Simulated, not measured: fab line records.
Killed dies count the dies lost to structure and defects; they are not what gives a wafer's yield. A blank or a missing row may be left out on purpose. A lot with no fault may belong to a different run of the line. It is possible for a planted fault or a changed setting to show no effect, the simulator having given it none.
Which tool was responsible? | flow gf180mcu | Sampling: 6 lots, 18 wafers, 2 of 602 route steps

== WHAT THE GAUGES READ, wafer by wafer ==
GF_HV_LDD_TW_MEAS_38.
lot  | measured     | on            | HV_LDD_3_TW
L515 | day 11 16:45 | film_metro-04 | 1445 1448 1439
L518 | day 12 19:12 | film_metro-04 | 1552 1559 1549
L522 | day 14 05:24 | film_metro-02 | 1541 1536 1545
L529 | day 16 20:26 | film_metro-03 | 1460 1455 1463
L531 | day 17 07:32 | film_metro-03 | 1455 1450 1456
L535 | day 18 19:28 | film_metro-04 | 1451 1449 1444

== WHICH TOOL RAN EACH LOT (tool, then ch and the chambers of the sampled wafers, then the start) ==
lot  | GF_HV_LDD_IMPLANT_36
L515 | implanter-02 ch 0, day 11 16:33
L518 | implanter-01 ch 0, day 12 18:35
L522 | implanter-04 ch 0, day 14 04:43
L529 | implanter-04 ch 0, day 16 20:12
L531 | implanter-04 ch 0, day 17 07:18
L535 | implanter-01 ch 0, day 18 19:13
- GF_HV_LDD_IMPLANT_36

== THE ANSWER, worked out from the rows above alone ==
Rule: the lots themselves supply what counts as usual. Put in order of their means at a reading, lots are off if they are a third of the lots or fewer, leave a main group of 4 or more, and stand apart from it by a gap of 3 or more times the standard deviation of the main group's means; of several such gaps the widest counts. The tables above print the reading to a certain number of digits; a main group whose means all agree to those digits is not used. A lot without any number at a reading at which 4 lots or more have one is off too. Any other lot the step has rows for is counted as sound.
Off: L518, L522, seen at GF_HV_LDD_TW_MEAS_38 (HV_LDD_3_TW). The main group: mean 1451, standard deviation 5.8.
If a tool, at a process step before that reading, ran all the lots that are off and no sound lot after the first of them, it fits. Gauges at GF_HV_LDD_TW_MEAS_38: tried the same way as those tools. None of those tried fits.

== WHAT HAD BEEN PUT IN BY THE SIMULATOR ==
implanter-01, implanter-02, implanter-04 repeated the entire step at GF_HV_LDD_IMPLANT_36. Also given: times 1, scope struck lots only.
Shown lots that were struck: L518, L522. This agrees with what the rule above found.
